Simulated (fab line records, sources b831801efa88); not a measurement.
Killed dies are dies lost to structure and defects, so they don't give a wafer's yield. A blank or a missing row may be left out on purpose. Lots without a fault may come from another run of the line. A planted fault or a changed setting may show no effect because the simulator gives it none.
One fault seen from 2 desks | flow sky130 | each desk has only its own numbers; what lay behind them comes last

THE TOOL OWNER'S DESK: pvd_sputter-03
The tool's own readings at SKY_METAL2_SPUTTER_02 (material AlCu, target thk 250 nm, time 13.3 s): means of the sampled wafers that have a number, for each lot that ran on this tool. A lot is out of limits, marked OUT, if its mean lies more than 4 standard deviations from the usual mean; the brackets give that distance.
Columns: A = throttle_valve_pct at SKY_METAL2_SPUTTER_02, usual 30.3 %
lot  | first seen here | A
L294 | day 33 06:37    | 30.7
L297 | day 34 18:10    | 30.0
L299 | day 35 02:59    | 31.8
L309 | day 39 16:32    | 30.7
L310 | day 40 04:02    | 30.9
This desk's finding: nothing out of limits on any of the 5 lots.

THE METROLOGY DESK
What the gauges read, lot by lot, whatever tool the lot ran on: means of the sampled wafers that have a number. A lot is out of limits, marked OUT, if its mean lies more than 4 standard deviations from the usual mean; the brackets give that distance.
Columns: A = METAL2_ALCU_RS at SKY_METAL2_RS_MEAS_05, usual 0.1265 ohm/sq; B = METAL2_ALCU_THK at SKY_METAL2_THK_MEAS_06, usual 246.6 nm
lot  | first seen here | A      | B
L294 | day 33 06:44    | 0.1259 | 249.2
L297 | day 34 18:16    | 0.1268 | 244.5
L298 | day 35 01:05    | 0.1275 | 247.8
L299 | day 35 03:06    | 0.1281 | 246.2
L306 | day 37 11:23    | 0.1258 | 247.7
L307 | day 38 13:19    | 0.1260 | 246.3
L309 | day 39 16:39    | 0.1253 | 248.9
L310 | day 40 04:08    | 0.1234 | 252.0
L317 | day 41 13:26    | 0.1259 | 248.4
L316 | day 41 19:28    | 0.1256 | 247.6
This desk's finding: nothing out of limits on any of the 10 lots.

PUT TOGETHER
The tool owner's desk saw nothing out of limits.
The metrology desk saw nothing out of limits.

WHAT THE SIMULATOR HAD PUT IN
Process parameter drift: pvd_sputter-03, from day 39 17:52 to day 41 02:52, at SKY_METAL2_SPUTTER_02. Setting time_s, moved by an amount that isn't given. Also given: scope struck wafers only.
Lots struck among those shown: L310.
